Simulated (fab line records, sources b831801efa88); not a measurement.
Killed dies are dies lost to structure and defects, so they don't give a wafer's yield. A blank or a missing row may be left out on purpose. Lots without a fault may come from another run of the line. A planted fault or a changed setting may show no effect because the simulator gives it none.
A struck lot beside a sound one | flow sky130 | 19 steps out of a route of 708
Sound: wafers L976.1, L976.4, L976.6. Struck: wafers L966.2, L966.5, L966.6. The cause comes at the end.
At each step with rows: each side's tool, then ch and its chambers, then its first start. Under that, the readings that differ: sound wafers | struck wafers | difference of the means | sigmas: that difference in standard deviations of wafers without a fault.
alike: readings whose means differ by less than 2 such deviations, and words and numbers that are the same on both sides. not compared: withheld readings, readings that some wafer has no value for, bounds like >300 that may hide the same value, and numbers for which the record gives no deviation and whose values overlap.
The two part at a step that has a row with sigmas, a row that says differs or no value, or rows on one side only. Numbers that don't overlap but have no deviation are shown without sigmas and don't part them. A reading that every wafer of one side lacks parts them only if that side has two wafers or more.

first, 6 steps without rows for these wafers: SKY_RES_XHIGH_COAT_02 (resist thk 1140 nm); SKY_RES_XHIGH_SOFTBAKE_03 (time 60 s); SKY_RES_XHIGH_EXPOSE_04 (exposes mask URPM, target cd 1270 nm); SKY_RES_XHIGH_PEB_05; SKY_RES_XHIGH_DEVELOP_06 (develop time 60 s); SKY_RES_XHIGH_IMPLANT_07.
SKY_RES_XHIGH_STRIP_08: strips in O2/N2.
  sound on plasma_asher-01 ch 0,1, day 34 00:37; struck on plasma_asher-02 ch 0,1, day 30 04:26
  reading                      | sound             | struck            | difference | sigmas
  strip_time_to_endpoint_s (s) | 14.19 14.17 14.23 | 14.32 14.28 14.32 | +0.11      | +2
  alike: chamber_pressure_mTorr, drypump_motor_current_A, oes_product_au
  not compared: rf_hours_counter_h
SKY_RES_XHIGH_TW_MEAS_09:
  sound on film_metro-03, day 34 00:43; struck on film_metro-02, day 30 04:33
  alike: RES_XHIGH_TW
then, 4 steps without rows for these wafers: SKY_SD_N_DEHYDRATE_00 (time 60 s); SKY_SD_N_HMDS_01 (prime time 60 s); SKY_SD_N_COAT_02 (resist thk 1140 nm); SKY_SD_N_SOFTBAKE_03 (time 60 s).
SKY_SD_N_EXPOSE_04: exposes mask NSDM, target cd 380 nm.
  sound on iline_stepper-02 ch 0, day 34 15:04; struck on iline_stepper-01 ch 0, day 30 16:21
  reading                      | sound                | struck               | difference | sigmas
  model.SD_N.overlay_x_nm (nm) | 0.4861 0.4861 0.4861 | -90.26 -90.26 -90.26 | -90.75     |
  alike: mask
then, 2 steps without rows for these wafers: SKY_SD_N_PEB_05; SKY_SD_N_DEVELOP_06 (develop time 60 s).
SKY_SD_N_CD_MEAS_07: target cd 380 nm.
  sound on cd_sem-01, day 35 03:11; struck on cd_sem-01, day 31 07:39
  alike: cd_nm
SKY_SD_N_OVL_MEAS_08:
  sound on overlay-02, day 35 03:18; struck on overlay-01, day 31 07:46
  reading       | sound       | struck            | difference | sigmas
  SD_N_OVL (nm) | 0.3 0.5 1.3 | -89.3 -90.2 -90.2 | -90.6      | -70
then, 1 step without rows for these wafers: SKY_SD_N_IMPLANT_09.
-- the record jumps here: 17 days lie between the struck wafers' starts before and after (it left off in module SD_N and takes up again in module PAD_OPEN, whose first step shown is number 708 of the route) --
SKY_PAD_OPEN_PROBE_99:
  sound on prober-01, day 50 21:55; struck on prober-02, day 48 05:57
  alike: killed_at_M0_to_M3, killed_at_M4_up, killed_at_contacts, killed_at_front_end, killed_at_other, killed_dies, killed_open, killed_short

WHERE THEY PART
First at SKY_RES_XHIGH_STRIP_08; last, within this record, at SKY_SD_N_OVL_MEAS_08. Later steps at which nothing parts them and some readings are alike: SKY_PAD_OPEN_PROBE_99.

WHY: what the simulator had put in
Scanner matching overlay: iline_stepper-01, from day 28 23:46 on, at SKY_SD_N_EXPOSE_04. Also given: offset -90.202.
